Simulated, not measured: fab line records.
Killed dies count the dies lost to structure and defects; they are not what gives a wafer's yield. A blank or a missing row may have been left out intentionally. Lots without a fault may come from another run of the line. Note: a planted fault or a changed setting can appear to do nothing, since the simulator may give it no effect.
Matching of chambers | flow sky130 | SKY_POLY_GATE_ETCH_16 on rie diel-02 has 4 sister chambers
The step etches Si3N4 in CH3F/O2, stops on poly-Si, time 147.5 s, target depth 75 nm. 8 wafers are shown with their chamber, then 9 later ones without.

## WAFERS, EACH WITH ITS CHAMBER
wafer  | chamber | drypump motor current A (A) | throttle valve pct (%)
L310.1 | 0       | 5.5                         | 10.547
L317.1 | 2       | 4.8                         | 10.542
L317.5 | 2       | 4.8                         | 10.526
L319.1 | 3       | 5.4                         | 10.539
L319.2 | 1       | 5.6                         | 10.524
L319.3 | 0       | 5.5                         | 10.541
L324.2 | 3       | 5.4                         | 10.564
L324.4 | 1       | 5.5                         | 10.553

## WAFERS WHOSE CHAMBER IS MISSING
wafer  | drypump motor current A (A) | throttle valve pct (%)
L324.5 | 5.4                         | 10.526
L325.3 | 5.5                         | 10.533
L325.4 | 5.4                         | 10.537
L325.5 | 4.8                         | 10.542
L329.2 | 4.8                         | 10.538
L329.3 | 5.5                         | 10.534
L329.5 | 4.8                         | 10.539
L333.3 | 4.8                         | 10.540
L333.5 | 5.4                         | 10.557

## THE CHAMBER EACH PASSED THROUGH
wafer  | from the rows above     | in truth
L324.5 | can't be placed: 3 or 0 | 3
L325.3 | can't be placed: 0 or 1 | 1
L325.4 | can't be placed: 3 or 0 | 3
L325.5 | 2                       | 2
L329.2 | 2                       | 2
L329.3 | can't be placed: 0 or 1 | 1
L329.5 | 2                       | 2
L333.3 | 2                       | 2
L333.5 | 3                       | 3
5 of 9 placed correctly. These rows do not allow placing 4 (true chamber among the candidates in 4). 0 placed wrongly.
How it was worked out, from the rows above alone: a wafer's distance from a chamber is the root of the sum, over the readings, of the square of ((its reading less the chamber's mean) divided by the reading's scatter). If the next closest chamber is less than 2 further off than the closest, the wafer can't be placed; otherwise it belongs to the closest. Each chamber's mean is taken over the wafers shown for it. The scatter is the square root of a quotient: the sum, over the shown wafers, of each reading's squared deviation from its chamber's mean, divided by wafers minus chambers.
